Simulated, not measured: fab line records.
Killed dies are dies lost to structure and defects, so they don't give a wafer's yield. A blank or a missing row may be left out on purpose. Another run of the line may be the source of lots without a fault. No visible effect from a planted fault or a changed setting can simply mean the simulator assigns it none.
Chamber matching / flow sky130 / SKY_LI_CONTACT_CMP_02 on cmp-02: 4 sister chambers
The step polishes PSG. 8 wafers are shown with their chamber, then 7 later ones without.

== EACH WAFER AND ITS CHAMBER ==
wafer=L321.1; chamber=1; motor_current_A (A)=12.7; time_to_endpoint_s (s)=34
wafer=L325.3; chamber=0; motor_current_A (A)=9.5; time_to_endpoint_s (s)=36
wafer=L325.5; chamber=1; motor_current_A (A)=12.5; time_to_endpoint_s (s)=34
wafer=L329.2; chamber=3; motor_current_A (A)=12.1; time_to_endpoint_s (s)=31
wafer=L329.4; chamber=2; motor_current_A (A)=10.9; time_to_endpoint_s (s)=28
wafer=L329.6; chamber=3; motor_current_A (A)=11.6; time_to_endpoint_s (s)=28
wafer=L335.1; chamber=2; motor_current_A (A)=11.7; time_to_endpoint_s (s)=28
wafer=L335.2; chamber=0; motor_current_A (A)=9.5; time_to_endpoint_s (s)=36

== WAFERS WITHOUT THEIR CHAMBER ==
wafer=L335.3; motor_current_A (A)=12.3; time_to_endpoint_s (s)=34
wafer=L341.1; motor_current_A (A)=12.3; time_to_endpoint_s (s)=31
wafer=L341.4; motor_current_A (A)=11.4; time_to_endpoint_s (s)=31
wafer=L341.6; motor_current_A (A)=9.6; time_to_endpoint_s (s)=33
wafer=L343.1; motor_current_A (A)=11.1; time_to_endpoint_s (s)=29
wafer=L343.3; motor_current_A (A)=10.5; time_to_endpoint_s (s)=31
wafer=L343.6; motor_current_A (A)=11.3; time_to_endpoint_s (s)=31

== EACH ONE'S CHAMBER ==
wafer=L335.3; from the rows above=1; in truth=1
wafer=L341.1; from the rows above=can't be placed: 3 or 1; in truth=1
wafer=L341.4; from the rows above=can't be placed: 3 or 2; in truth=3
wafer=L341.6; from the rows above=0; in truth=0
wafer=L343.1; from the rows above=can't be placed: 2 or 3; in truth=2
wafer=L343.3; from the rows above=can't be placed: 2 or 3 or 0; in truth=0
wafer=L343.6; from the rows above=can't be placed: 3 or 2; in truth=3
Placed correctly: 2 of 7. Can't be placed from these rows: 5 (the true chamber is among the candidates in 5). Number placed wrongly: 0.
How it was worked out, from the rows above alone: a wafer's distance from a chamber is the root of the sum, over the readings, of the square of ((its reading less the chamber's mean) divided by the reading's scatter). The wafer belongs to the nearest chamber; if the next one is less than 2 further off, it can't be placed. A chamber's mean is the mean of its shown wafers. The scatter is the square root of a quotient: the sum, over the shown wafers, of each reading's squared deviation from its chamber's mean, divided by wafers minus chambers.
